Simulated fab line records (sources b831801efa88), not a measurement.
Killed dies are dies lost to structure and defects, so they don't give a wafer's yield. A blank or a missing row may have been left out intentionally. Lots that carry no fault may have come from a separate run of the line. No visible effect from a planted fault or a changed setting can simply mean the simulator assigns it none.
Problem report in the 8D (eight disciplines) form, filled by code | flow sky130 | the parts of the form that need people (team, actions taken, sign-off) are left out

1. THE PROBLEM
run-length-s at SKY_LI_CONTACT_ETCH_14 reads a mean of 47.2 s on 6 wafers of 2 lots; wafers without a fault read 73.9 s with a standard deviation of 0.35. That puts it -76 standard deviations away from the usual mean.
The step: etches BARC in N2/H2, stops on SiO2, time 45.9 s, target depth 60 nm.
Seen first at day 32 16:32 on rie-diel-03, wafer L301.2. The record holds 33 wafers of 11 lots with a number at this step. Rule for "out" (also "out of limits"): further than 4 standard deviations from the usual mean. The rest of the wafers with a number are treated as sound.

2. WHAT IT IS, AND WHAT IT ISN'T
question                    | is                           | is not
which readings at this step | run-length-s, oes-product-au | chamber-pressure-mTorr, drypump-motor-current-A, n2-flow-sccm
which lots                  | L301, L302                   | L297, L303, L307, L308, L311, L312, L313, L314, L315
which wafers of those lots  | all that have a number       | -
read on which tools         | rie-diel-03                  | rie-diel-02, rie-diel-04
when                        | from day 32 16:32            | up to then (3 sound wafers); but 24 sound wafers of L303, L307, L308, L311, L312, L313, L314, L315 came after

3. WHAT RULES OUT EACH SUSPECT
Counting: a tool at a process step up to the reading stays a suspect if it ran every lot that is out and no sound lot after the first of them.
- rie-diel-03 at SKY_LI_CONTACT_ETCH_14 (etches BARC in N2/H2, stops on SiO2, time 45.9 s, target depth 60 nm): ruled out as a lasting fault. After its first lot that is out, L301 (day 32 16:32), sound lots L312, L314 ran on it.
Left after counting: nothing in the record.

4. THE CAUSE (what the simulator had put in)
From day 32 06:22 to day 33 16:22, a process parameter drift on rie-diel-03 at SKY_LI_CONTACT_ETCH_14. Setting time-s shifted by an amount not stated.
Counting ruled it out, wrongly.

5. THE CHAIN OF EFFECTS, in route order
One row per reading whose mean, taken over the struck wafers that have a number, lies over 3 standard deviations from the usual. Scope: only readings with a usual standard deviation given in the record; hours: median across lots of the time from each lot's start at the first step in this table that gives one to its start at this step; sigmas: change in usual standard deviations.
hours | step                    | reading                  | usual      | on struck wafers | change | sigmas
0     | SKY_LI_CONTACT_ETCH_14  | oes-product-au           | 0.855 a.u. | 1.003            | +0.148 | +33
0     | SKY_LI_CONTACT_ETCH_14  | run-length-s             | 73.9 s     | 47.2             | -26.7  | -76
0     | SKY_LI_CONTACT_STRIP_16 | strip-time-to-endpoint-s | 3.490 s    | 3.749            | +0.259 | +10
Here are the process steps it includes:
- SKY_LI_CONTACT_ETCH_14: etches BARC in N2/H2, stops on SiO2, time 45.9 s, target depth 60 nm.
- SKY_LI_CONTACT_STRIP_16: strips in O2/N2.
At these later measuring or inspecting steps, every struck wafer for which the step has a row has a number for every such reading, and none has moved that far: SKY_LI_CONTACT_THK_MEAS_23.

6. WHAT WOULD HAVE CAUGHT IT SOONER
In this record the first reading out of limits was taken at day 32 16:32, 10 hours after the fault began at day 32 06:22.
